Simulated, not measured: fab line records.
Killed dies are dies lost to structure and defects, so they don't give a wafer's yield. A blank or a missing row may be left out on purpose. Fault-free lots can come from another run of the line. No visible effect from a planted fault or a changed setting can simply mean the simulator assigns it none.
fab line records | flow gf180mcu
record: lots: 14 wafers: 42 last-day: 34
route steps=602 shown HV_LDD@197 NSD@247 SAB@274 CONTACT@288
lots that met no fault: taken from a fault-free run of the same line
start-h: hours from the record's first day to the start of the lot's first wafer shown | wait-h: how many hours have passed since the lot's step before this one | " same as the row above | L1.1+2: one row covering several wafers at once | - either no value or no given start | * or withheld: withheld | < > ~ a bound
route shown NAME@n: a module of which the file shows steps, and the number in the route of the first | usual: mean and standard deviation over wafers with no fault | same: alike in all rows | chamber/n: place in a boat | sites: each site's reading | _std_site: standard deviation across them | _edge_site: outer sites' mean less inner sites' | radius-mm: for every site, how far away it sits from the centre of the wafer | mask NAME#n: copy n | behind: the tool/chamber that last shaped the wafer | hold: why the lot was held/for how many hours/how that ended | device: which transistor (n, p or np) failed to switch | end of line: the same wafers' tests at the end of the route | for a step that has no rows: nothing shown but its recipe | killed: dies that structure and defects cost at the first sort, which is not the same as the wafer's yield | map: a wafer's dies, x killed, . not, _ none there
set.NAME: setting as actually run; set.NAME@STEP: the setting as run at that earlier step | model.NAME: the simulator's own value behind a step, which no gauge read
steps of the route over a sample of lots; a table a step, a row a wafer
services: when a tool's chamber went out of use (start-h, in hours from the record's first day, below 0 if earlier), for how many hours, and the reason
== steps ==
step: GF_HV_LDD_IMPLANT_21
recipe: species: BF2 energy-kev: 25 dose-cm2: 5e+13 tilt-deg: 7
usual: dose-ions-cm2: 5.001e+13/5.1e+10 faraday-current-uA: 282/5.2
columns lot.wafer tool chamber start-h wait-h dose-ions-cm2 faraday-current-uA
L857.1 implanter-04 0 233.45 0.0 4.998e+13 279
L857.2 " 0 " " 5.004e+13 293
L857.5 " 0 " " 5.001e+13 272
L858.1 implanter-04 0 243.44 0.0 5.003e+13 278
L858.3 " 0 " " 5.006e+13 278
L858.4 " 0 " " 5e+13 286
L859.1 implanter-04 0 249.15 0.0 5.01e+13 278
L859.2 " 0 " " 5.001e+13 289
L859.5 " 0 " " 5.006e+13 281
L861.1 implanter-03 0 261.81 0.0 4.999e+13 280
L861.5 " 0 " " 5.001e+13 282
L861.6 " 0 " " 5.005e+13 289
L863.1 implanter-03 0 277.80 0.0 5.005e+13 281
L863.3 " 0 " " 4.994e+13 280
L863.6 " 0 " " 4.998e+13 281
L864.3 implanter-03 0 288.95 0.1 4.996e+13 287
L864.5 " 0 " " 4.997e+13 291
L864.6 " 0 " " 5.004e+13 290
L865.1 implanter-01 0 295.05 0.0 4.99e+13 286
L865.4 " 0 " " 5e+13 282
L865.5 " 0 " " 4.991e+13 286
L866.1 implanter-04 0 305.15 0.0 4.996e+13 281
L866.3 " 0 " " 4.998e+13 277
L866.5 " 0 " " 4.999e+13 279
L872.1 implanter-01 0 350.20 0.0 4.514e+13 254
L872.4 " 0 " " 4.519e+13 254
L872.5 " 0 " " 4.525e+13 258
L874.1 implanter-01 0 363.90 0.0 4.516e+13 252
L874.4 " 0 " " 4.519e+13 267
L874.5 " 0 " " 4.526e+13 258
L877.1 implanter-03 0 384.50 0.0 4.997e+13 280
L877.4 " 0 " " 5.003e+13 272
L877.5 " 0 " " 4.998e+13 278
L878.1 implanter-03 0 396.90 0.0 4.997e+13 289
L878.2 " 0 " " 4.985e+13 289
L878.6 " 0 " " 4.998e+13 279
L879.1 implanter-03 0 404.48 0.2 5.007e+13 283
L879.3 " 0 " " 5.002e+13 284
L879.6 " 0 " " 5.004e+13 285
L880.1 implanter-04 0 415.60 0.0 5.006e+13 295
L880.2 " 0 " " 5.006e+13 287
L880.6 " 0 " " 5.007e+13 286
step: GF_HV_LDD_TW_MEAS_23
usual: HV_LDD_2_TW: 1044/15
columns lot.wafer tool chamber start-h wait-h HV_LDD_2_TW
L857.1 film-metro-02 - 233.70 0.1 1033
L857.2 " - " " 1033
L857.5 " - " " 1036
L858.1 film-metro-01 - 243.69 0.1 1057
L858.3 " - " " 1061
L858.4 " - " " 1055
L859.1 film-metro-02 - 249.40 0.1 1027
L859.2 " - " " 1033
L859.5 " - " " 1027
L861.1 film-metro-02 - 262.06 0.1 1031
L861.5 " - " " 1030
L861.6 " - " " 1031
L863.1 film-metro-03 - 278.05 0.1 1037
L863.3 " - " " 1039
L863.6 " - " " 1036
L864.3 film-metro-01 - 289.17 0.1 1065
L864.5 " - " " 1065
L864.6 " - " " 1064
L865.1 film-metro-02 - 295.30 0.1 1034
L865.4 " - " " 1027
L865.5 " - " " 1028
L866.1 film-metro-01 - 305.40 0.1 1064
L866.3 " - " " 1073
L866.5 " - " " 1066
L872.1 film-metro-02 - 350.45 0.1 1002
L872.4 " - " " 1002
L872.5 " - " " 1006
L874.1 film-metro-03 - 364.15 0.1 1001
L874.4 " - " " 1007
L874.5 " - " " 1000
L877.1 film-metro-01 - 384.75 0.1 1063
L877.4 " - " " 1067
L877.5 " - " " 1065
L878.1 film-metro-01 - 397.15 0.1 1071
L878.2 " - " " 1064
L878.6 " - " " 1071
L879.1 film-metro-03 - 404.75 0.1 1040
L879.3 " - " " 1037
L879.6 " - " " 1032
L880.1 film-metro-03 - 415.85 0.1 1030
L880.2 " - " " 1037
L880.6 " - " " 1034
step: GF_NSD_TW_MEAS_12
usual: NSD_TW: 4213/50
columns lot.wafer tool chamber start-h wait-h NSD_TW
L857.1 film-metro-04 - 293.54 0.1 4194
L857.2 " - " " 4178
L857.5 " - " " 4188
L858.1 film-metro-03 - 305.34 0.1 4171
L858.3 " - " " 4170
L858.4 " - " " 4185
L859.1 film-metro-03 - 312.99 0.1 4198
L859.2 " - " " 4193
L859.5 " - " " 4169
L861.1 film-metro-04 - 327.49 0.1 4201
L861.5 " - " " 4187
L861.6 " - " " 4206
L863.1 film-metro-01 - 344.40 0.1 4255
L863.3 " - " " 4252
L863.6 " - " " 4276
L864.3 film-metro-01 - 356.57 0.1 4292
L864.5 " - " " 4280
L864.6 " - " " 4257
L865.1 film-metro-03 - 363.39 0.1 4163
L865.4 " - " " 4170
L865.5 " - " " 4150
L866.1 film-metro-03 - 374.94 0.1 4173
L866.3 " - " " 4150
L866.5 " - " " 4168
L872.1 film-metro-01 - 423.45 0.1 4257
L872.4 " - " " 4261
L872.5 " - " " 4272
L874.1 film-metro-04 - 437.79 0.1 4165
L874.4 " - " " 4148
L874.5 " - " " 4143
L877.1 film-metro-03 - 459.69 0.1 4219
L877.4 " - " " 4229
L877.5 " - " " 4212
L878.1 film-metro-04 - 472.94 0.1 4188
L878.2 " - " " 4216
L878.6 " - " " 4174
L879.1 film-metro-01 - 481.29 0.1 4265
L879.3 " - " " 4269
L879.6 " - " " 4271
L880.1 film-metro-01 - 491.64 0.1 4289
L880.2 " - " " 4278
L880.6 " - " " 4306
step: GF_SAB_OVL_MEAS_10
usual: SAB_OVL: 0.6/1.5
columns lot.wafer tool chamber start-h wait-h SAB_OVL[nm]
L857.1 overlay-02 - 335.88 0.1 0.0
L857.2 " - " " 0.7
L857.5 " - " " 1.0
L858.1 overlay-02 - 347.56 0.1 -0.4
L858.3 " - " " -0.8
L858.4 " - " " 0.3
L859.1 overlay-02 - 356.66 0.1 -1.0
L859.2 " - " " -0.7
L859.5 " - " " 0.8
L861.1 overlay-01 - 371.50 0.1 -0.9
L861.5 " - " " -0.5
L861.6 " - " " 0.3
L863.1 overlay-02 - 389.06 0.1 0.6
L863.3 " - " " 2.2
L863.6 " - " " 0.5
L864.3 overlay-01 - 403.31 0.1 0.8
L864.5 " - " " -0.2
L864.6 " - " " 0.8
L865.1 overlay-01 - 409.91 0.1 -0.5
L865.4 " - " " -0.6
L865.5 " - " " -1.8
L866.1 overlay-02 - 422.41 0.1 4.3
L866.3 " - " " 4.3
L866.5 " - " " 5.0
L872.1 overlay-02 - 472.72 0.1 0.3
L872.4 " - " " 0.3
L872.5 " - " " -0.8
L874.1 overlay-02 - 486.25 0.1 -1.5
L874.4 " - " " -0.8
L874.5 " - " " 0.2
L877.1 overlay-02 - 507.80 0.1 3.4
L877.4 " - " " 3.4
L877.5 " - " " 3.2
L878.1 overlay-01 - 520.75 0.1 0.3
L878.2 " - " " -0.8
L878.6 " - " " -0.5
L879.1 overlay-02 - 528.66 0.1 1.6
L879.3 " - " " 3.8
L879.6 " - " " 0.8
L880.1 overlay-01 - 537.76 0.1 -0.2
L880.2 " - " " 1.1
L880.6 " - " " -0.5
step: GF_CONTACT_THK_MEAS_01
recipe: reads: SiO2_of_CONTACT_CVD_00
usual: CONTACT_CVD_00_THK: 299/3.4
columns lot.wafer tool chamber start-h wait-h CONTACT_CVD_00_THK[nm]
L857.1 film-metro-03 - 336.85 0.0 297
L857.2 " - " " 302
L857.5 " - " " 299
L858.1 film-metro-02 - 348.52 0.0 295
L858.3 " - " " 292
L858.4 " - " " 295
L859.1 film-metro-02 - 357.64 0.0 292
L859.2 " - " " 295
L859.5 " - " " 302
L861.1 film-metro-02 - 372.48 0.0 301
L861.5 " - " " 309
L861.6 " - " " 307
L863.1 film-metro-03 - 390.06 0.0 305
L863.3 " - " " 298
L863.6 " - " " 297
L864.3 film-metro-02 - 404.28 0.0 301
L864.5 " - " " 304
L864.6 " - " " 299
L865.1 film-metro-02 - 410.87 0.0 304
L865.4 " - " " 303
L865.5 " - " " 303
L866.1 film-metro-01 - 423.63 0.0 301
L866.3 " - " " 300
L866.5 " - " " 298
L872.1 film-metro-03 - 473.67 0.0 298
L872.4 " - " " 295
L872.5 " - " " 298
L874.1 film-metro-01 - 487.25 0.0 297
L874.4 " - " " 295
L874.5 " - " " 294
L877.1 film-metro-01 - 508.75 0.0 299
L877.4 " - " " 300
L877.5 " - " " 302
L878.1 film-metro-01 - 521.84 0.0 295
L878.2 " - " " 298
L878.6 " - " " 297
L879.1 film-metro-02 - 529.60 0.0 302
L879.3 " - " " 298
L879.6 " - " " 302
L880.1 film-metro-02 - 538.81 0.0 297
L880.2 " - " " 299
L880.6 " - " " 298
== services ==
columns tool chamber start-h hours kind
implanter-03 - 316.50 2.7 repair
implanter-03 - 321.03 4.9 pm
implanter-03 - 325.96 5.6 pm
implanter-04 - 331.68 6.2 repair
implanter-03 - 351.90 5.6 repair
implanter-04 - 379.93 6.4 pm
implanter-04 - 393.47 2.6 repair
implanter-01 - 394.42 4.2 pm
implanter-04 - 396.41 2.3 repair
implanter-04 - 404.22 5.0 pm
== key ==
first-sign: step: GF_HV_LDD_IMPLANT_21 reading: dose-ions-cm2 direction: down sigmas: 94 usual: 5.001e+13 struck: 4.52e+13
effect: step: GF_HV_LDD_IMPLANT_21 reading: faraday-current-uA direction: down sigmas: 4.8 usual: 282 struck: 257
effect: step: GF_HV_LDD_TW_MEAS_23 reading: HV_LDD_2_TW direction: down sigmas: 2.6 usual: 1044 struck: 1003
met-at GF_HV_LDD_IMPLANT_21
struck-lots L872,L874
tester-left-out L872,L874
not-acting-at GF_NSD_TW_MEAS_12,GF_SAB_OVL_MEAS_10,GF_CONTACT_THK_MEAS_01
onset-between 295.05 350.20
fault: kind: process-parameter-drift tool: implanter-01 chamber: - onset-h: 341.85 steps: GF_HV_LDD_IMPLANT_21 channel: dose-cm2 offset: -4.8295e+12 shape: step end-h: 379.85 acts-in: these-recipes-only stated: 5e+13
tester-left-out: of these lots the tester's yield and bins aren't shown, on N5 and GAA mostly nor the transistor test; their killed dies are dies lost to structure and defects alone, not to doping, threshold or leakage, so they don't give the yield
